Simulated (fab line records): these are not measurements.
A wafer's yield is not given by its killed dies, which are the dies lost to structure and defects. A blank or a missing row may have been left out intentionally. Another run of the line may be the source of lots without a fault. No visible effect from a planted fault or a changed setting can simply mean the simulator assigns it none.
fab line records	flow sky130
record lots=13	wafers=38	lastDay=50
route steps=708 shown FIELD_ISO@24 PWDE@53 NWELL@78 PAD_OPEN@708
lots with no fault: from the same line, run without faults
startH: hours from the record's opening day to when the first of the lot's shown wafers began	waitH: hours since the lot's step before	" as in the row above	L1.1+2: one row covering several wafers at once	- no value present, or no start provided	* or withheld: withheld	< > ~ a bound
route shown NAME@n: names a module that has steps shown in the file, with the first one's number in the route	usual: mean/standard deviation taken from wafers without a fault	same: alike in all rows	chamber/n: place in a boat	sites: per-site readings	_std_site: how widely they spread, as a standard deviation	_edge_site: inner sites' mean taken away from outer sites' mean	radiusMm: how far each site lies from the wafer's centre	mask NAME#n: copy n	behind: the most recent tool/chamber to have shaped the wafer	hold: why the lot was held/for how many hours/how that ended	device: names the non-switching transistor (n, p or np)	end of line: tests run on the same wafers once the route is complete	a step with no rows: only its recipe	killed: not the wafer's yield, but the dies lost to structure and defects at the first sort	map: shows each die of a wafer: x if killed, . if not, _ if none is there
set.NAME: the run value of the setting; set.NAME@STEP: its run value at that earlier step	model.NAME: the simulator's own value behind a step, which no gauge read
a sample of lots followed through the steps of the route, with each step as a table and each wafer as a row
services: from which hour (startH, from the record's first day; less than 0 if before it) a tool's chamber was out of use, for how many hours, and why
## steps
# step SKY_FIELD_ISO_THK_MEAS_23
# recipe reads=SiO2_of_FIELD_ISO_OXIDATION_22
# usual FIELD_ISO_OXIDATION_01_THK=10.07/0.18
lot.wafer	tool	chamber	startH	waitH	FIELD_ISO_OXIDATION_01_THK[nm]
L318.3	filmMetro-01	-	40.69	0.0	10.16
L318.4	"	-	"	"	10.02
L318.6	"	-	"	"	10.16
L319.2	filmMetro-01	-	48.79	0.0	10.28
L319.3	"	-	"	"	10.37
L319.5	"	-	"	"	10.31
L320.2	filmMetro-01	-	53.19	0.0	9.87
L320.3	"	-	"	"	10.17
L320.4	"	-	"	"	10.06
L321.3	filmMetro-02	-	56.90	0.0	10.01
L321.4	"	-	"	"	9.83
L321.6	"	-	"	"	9.78
L322.2	filmMetro-01	-	62.07	0.0	9.94
L322.4	"	-	"	"	9.90
L322.6	"	-	"	"	10.14
L323.2	filmMetro-04	-	67.16	0.0	9.96
L323.5	"	-	"	"	9.98
L323.6	"	-	"	"	9.95
L324.3	filmMetro-01	-	72.00	0.0	10.15
L324.4	"	-	"	"	10.23
L324.6	"	-	"	"	10.21
L325.2	filmMetro-02	-	77.81	0.0	10.24
L325.3	"	-	"	"	10.20
L325.5	"	-	"	"	10.28
L326.1	filmMetro-01	-	82.81	0.0	9.95
L326.2	"	-	"	"	9.76
L326.4	"	-	"	"	9.87
L327.2	filmMetro-02	-	90.10	0.0	9.88
L327.3	"	-	"	"	9.94
L327.4	"	-	"	"	9.83
L329.2	filmMetro-02	-	99.83	0.0	9.94
L329.3	"	-	"	"	9.93
L329.4	"	-	"	"	9.73
L335.1	filmMetro-01	-	133.04	0.0	9.95
L335.4	"	-	"	"	9.93
L338.2	filmMetro-01	-	149.94	0.0	10.00
L338.3	"	-	"	"	10.06
L338.6	"	-	"	"	10.07
# step SKY_PWDE_IMPLANT_08
# recipe species=B	energyKev=150	doseCm2=3.6e+12	tiltDeg=withheld
# same implantIonAmu=11
lot.wafer	tool	chamber	startH	waitH
L318.3+4+6	implanter-04	0	78.03	0.1
L319.2+3+5	implanter-04	0	86.66	0.0
L320.2+3+4	implanter-02	0	91.16	0.0
L321.3+4+6	implanter-03	0	93.94	0.1
L322.2+4+6	implanter-03	0	102.06	0.0
L323.2+5+6	implanter-04	0	108.86	0.0
L324.3+4+6	implanter-03	0	112.43	0.1
L325.2+3+5	implanter-03	0	117.54	0.0
L326.1+2+4	implanter-04	0	126.66	0.0
L327.2+3+4	implanter-03	0	132.96	0.0
L329.2+3+4	implanter-03	0	140.71	0.0
L335.1+4	implanter-02	0	183.78	0.0
L338.2+3+6	implanter-04	0	197.76	0.0
# step SKY_PWDE_TW_MEAS_10
# usual PWDE_TW=372/3.7
lot.wafer	tool	chamber	startH	waitH	PWDE_TW
L318.3	filmMetro-01	-	78.25	0.1	377
L318.4	"	-	"	"	376
L318.6	"	-	"	"	378
L319.2	filmMetro-04	-	86.89	0.1	370
L319.3	"	-	"	"	369
L319.5	"	-	"	"	368
L320.2	filmMetro-04	-	91.40	0.1	372
L320.3	"	-	"	"	370
L320.4	"	-	"	"	368
L321.3	filmMetro-04	-	94.16	0.1	371
L321.4	"	-	"	"	368
L321.6	"	-	"	"	369
L322.2	filmMetro-04	-	102.30	0.1	367
L322.4	"	-	"	"	366
L322.6	"	-	"	"	368
L323.2	filmMetro-04	-	109.10	0.1	366
L323.5	"	-	"	"	366
L323.6	"	-	"	"	366
L324.3	filmMetro-04	-	112.65	0.1	369
L324.4	"	-	"	"	369
L324.6	"	-	"	"	368
L325.2	filmMetro-04	-	117.77	0.1	371
L325.3	"	-	"	"	368
L325.5	"	-	"	"	367
L326.1	filmMetro-01	-	126.91	0.1	378
L326.2	"	-	"	"	377
L326.4	"	-	"	"	378
L327.2	filmMetro-01	-	133.20	0.1	376
L327.3	"	-	"	"	380
L327.4	"	-	"	"	377
L329.2	filmMetro-03	-	140.94	0.1	373
L329.3	"	-	"	"	371
L329.4	"	-	"	"	371
L335.1	filmMetro-01	-	184.03	0.1	377
L335.4	"	-	"	"	376
L338.2	filmMetro-04	-	198.00	0.1	370
L338.3	"	-	"	"	371
L338.6	"	-	"	"	371
# step SKY_NWELL_STRIP_25
# recipe chemistry=O2/N2	powerW=1400	pressureMtorr=1500	platenTempC=withheld	o2FlowSccm=3000	n2FlowSccm=300	overashFraction=0.5
# usual chamberPressureMTorr=1499.6/1.8	drypumpMotorCurrentA=5.7/0.59	o2FlowSccm=3000/9.5	oesProductAu=0.723/0.0041	stripTimeToEndpointS=36.93/0.11
lot.wafer	tool	chamber	startH	waitH	chamberPressureMTorr	drypumpMotorCurrentA	o2FlowSccm	oesProductAu	rfHoursCounterH	stripTimeToEndpointS
L318.3	plasmaAsher-04	1	113.95	0.1	1499.4	5.5	2997	0.714	-	36.73
L318.4	"	0	"	"	1499.5	6.4	3001	0.722	-	36.70
L318.6	"	0	"	"	1500.1	6.4	2989	0.726	-	36.70
L319.2	plasmaAsher-02	1	123.08	0.1	1499.5	5.8	3002	0.724	0	36.87
L319.3	"	0	"	"	1500.2	5.1	3008	0.723	-	36.77
L319.5	"	1	"	"	1501.2	5.8	3011	0.727	-	36.84
L320.2	plasmaAsher-01	0	127.81	0.1	1497.4	4.9	3000	0.723	45	36.87
L320.3	"	1	"	"	1498.6	6.3	2996	0.726	-	36.78
L320.4	"	0	"	"	1500.3	4.9	3001	0.720	-	36.89
L321.3	plasmaAsher-01	0	130.05	0.1	1501.2	5.0	3009	0.727	-	37.17
L321.4	"	1	"	"	1499.8	6.4	3003	0.720	-	37.16
L321.6	"	0	"	"	1497.8	5.0	3015	0.718	-	37.09
L322.2	plasmaAsher-02	1	139.06	0.1	1500.6	5.8	2986	0.721	2	36.73
L322.4	"	1	"	"	1501.2	5.8	2988	0.729	-	36.74
L322.6	"	0	"	"	1500.5	5.1	2969	0.732	-	36.85
L323.2	plasmaAsher-01	1	145.93	0.1	1500.1	6.3	3000	0.719	46	36.82
L323.5	"	1	"	"	1498.2	6.4	2994	0.722	-	36.83
L323.6	"	0	"	"	1500.2	4.9	2977	0.724	-	36.84
L324.3	plasmaAsher-04	1	149.65	0.1	1500.0	5.4	2998	0.722	-	37.02
L324.4	"	0	"	"	1500.3	6.4	3006	0.724	-	37.02
L324.6	"	1	"	"	1498.5	5.5	2991	0.727	-	36.98
L325.2	plasmaAsher-02	1	153.87	0.1	1498.2	5.8	3005	0.716	3	36.93
L325.3	"	1	"	"	1498.1	5.8	2997	0.713	-	36.98
L325.5	"	0	"	"	1485.7	5.1	2972	0.725	-	36.87
L326.1	plasmaAsher-01	1	164.06	0.1	1497.3	6.4	2984	0.726	48	37.13
L326.2	"	0	"	"	1499.1	5.0	2997	0.724	48	37.05
L326.4	"	0	"	"	1499.6	4.9	2998	0.728	-	37.08
L327.2	plasmaAsher-01	1	172.21	0.1	1501.4	6.4	3000	0.720	49	36.79
L327.3	"	0	"	"	1499.5	4.9	2995	0.734	-	36.85
L327.4	"	1	"	"	1498.9	6.4	2995	0.719	-	36.75
L329.2	plasmaAsher-04	1	180.88	0.1	1499.7	5.4	2989	0.726	36	37.08
L329.3	"	1	"	"	1498.8	5.5	2985	0.725	-	37.17
L329.4	"	0	"	"	1495.5	6.4	2996	0.719	-	37.01
L335.1	plasmaAsher-01	0	228.03	0.1	1499.6	4.9	3001	0.725	55	36.99
L335.4	"	0	"	"	1501.2	5.0	3003	0.725	-	36.98
L338.2	plasmaAsher-01	1	244.03	0.1	1500.7	6.3	3006	0.725	56	36.95
L338.3	"	1	"	"	1499.0	6.4	2996	0.719	-	36.97
L338.6	"	1	"	"	1499.3	6.3	3003	0.724	-	36.80
# step SKY_NWELL_RS_MEAS_31
# recipe thkMeasGauge=four-point-probe
# usual PWDE_RS=5281/23
lot.wafer	tool	chamber	startH	waitH	PWDE_RS[ohm/sq]
L318.3	filmMetro-01	-	114.51	0.1	5270
L318.4	"	-	"	"	5268
L318.6	"	-	"	"	5268
L319.2	filmMetro-04	-	123.65	0.1	5274
L319.3	"	-	"	"	5269
L319.5	"	-	"	"	5297
L320.2	filmMetro-04	-	128.38	0.1	5251
L320.3	"	-	"	"	5260
L320.4	"	-	"	"	5276
L321.3	filmMetro-04	-	130.60	0.1	5262
L321.4	"	-	"	"	5266
L321.6	"	-	"	"	5267
L322.2	filmMetro-04	-	139.63	0.1	5267
L322.4	"	-	"	"	5270
L322.6	"	-	"	"	5277
L323.2	filmMetro-03	-	146.50	0.1	5329
L323.5	"	-	"	"	5316
L323.6	"	-	"	"	5307
L324.3	filmMetro-04	-	150.20	0.1	5245
L324.4	"	-	"	"	5269
L324.6	"	-	"	"	5254
L325.2	filmMetro-03	-	154.44	0.1	5280
L325.3	"	-	"	"	5266
L325.5	"	-	"	"	5269
L326.1	filmMetro-01	-	164.61	0.1	5267
L326.2	"	-	"	"	5279
L326.4	"	-	"	"	5268
L327.2	filmMetro-04	-	172.78	0.1	5307
L327.3	"	-	"	"	5295
L327.4	"	-	"	"	5296
L329.2	filmMetro-04	-	181.50	0.1	5231
L329.3	"	-	"	"	5243
L329.4	"	-	"	"	5249
L335.1	filmMetro-03	-	228.63	0.1	5313
L335.4	"	-	"	"	5376
L338.2	filmMetro-01	-	244.60	0.1	5226
L338.3	"	-	"	"	5240
L338.6	"	-	"	"	5243
# step SKY_PAD_OPEN_PROBE_99
# usual killed_at_M0_to_M3=43/7	killed_at_M4_up=3.4/1.9	killedAtContacts=24/5.4	killedAtFrontEnd=15/4.4	killedAtOther=0.4/0.63	killedDies=86/9.1	killedOpen=46/6.6	killedShort=39/6.6
# same grossDies=492	killedAtBackSide=0
lot.wafer	tool	chamber	startH	waitH	killed_at_M0_to_M3	killed_at_M4_up	killedAtContacts	killedAtFrontEnd	killedAtOther	killedDies	killedOpen	killedShort
L329.2	prober-02	-	1147.09	0.1	34	3	20	20	0	77	46	31
# killed by level:class
L329.2 VIA1:geometricParticle:open=11 CONTACT:geometricParticle:open=9 FIELD_ISO:geometricParticle:open=6 POLY_GATE:geometricParticle:open=6 VIA2:geometricParticle:open=5 LOCAL_INTERCONNECT:geometricParticle:short=4 CONTACT:geometricParticle:short=4 VIA2:geometricParticle:short=4
## services
tool	chamber	startH	hours	kind
plasmaAsher-02	-	108.75	9.0	pm
plasmaAsher-02	0	108.75	9.0	ventCycle
plasmaAsher-02	1	108.75	9.0	ventCycle
implanter-04	-	111.88	2.1	repair
plasmaAsher-02	0	117.75	-	clean
plasmaAsher-02	1	117.75	-	clean
plasmaAsher-02	-	147.14	2.0	repair
implanter-03	-	147.65	37.8	pm
implanter-04	-	173.25	3.4	repair
implanter-04	-	199.41	4.5	repair
## key
firstSign step=SKY_NWELL_RS_MEAS_31	reading=PWDE_RS	direction=up	sigmas=4.2	usual=5281	struck=5376
effect none on later readings
metAt SKY_PWDE_IMPLANT_08
struckLots L335
struckWafers L335.4
testerLeftOut L335
notActingAt SKY_FIELD_ISO_THK_MEAS_23,SKY_PWDE_TW_MEAS_10,SKY_NWELL_STRIP_25
onsetBetween 91.16 183.78
fault kind=processParameterDrift	tool=implanter-02	chamber=-	onsetH=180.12	steps=SKY_PWDE_IMPLANT_08	channel=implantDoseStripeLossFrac	offset=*	shape=step	endH=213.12	scope=struckWafersOnly
# testerLeftOut: of these lots the tester's yield and bins aren't shown, on N5 and GAA mostly nor the transistor test; their killed dies are dies lost to structure and defects alone, not to doping, threshold or leakage, so they don't give the yield
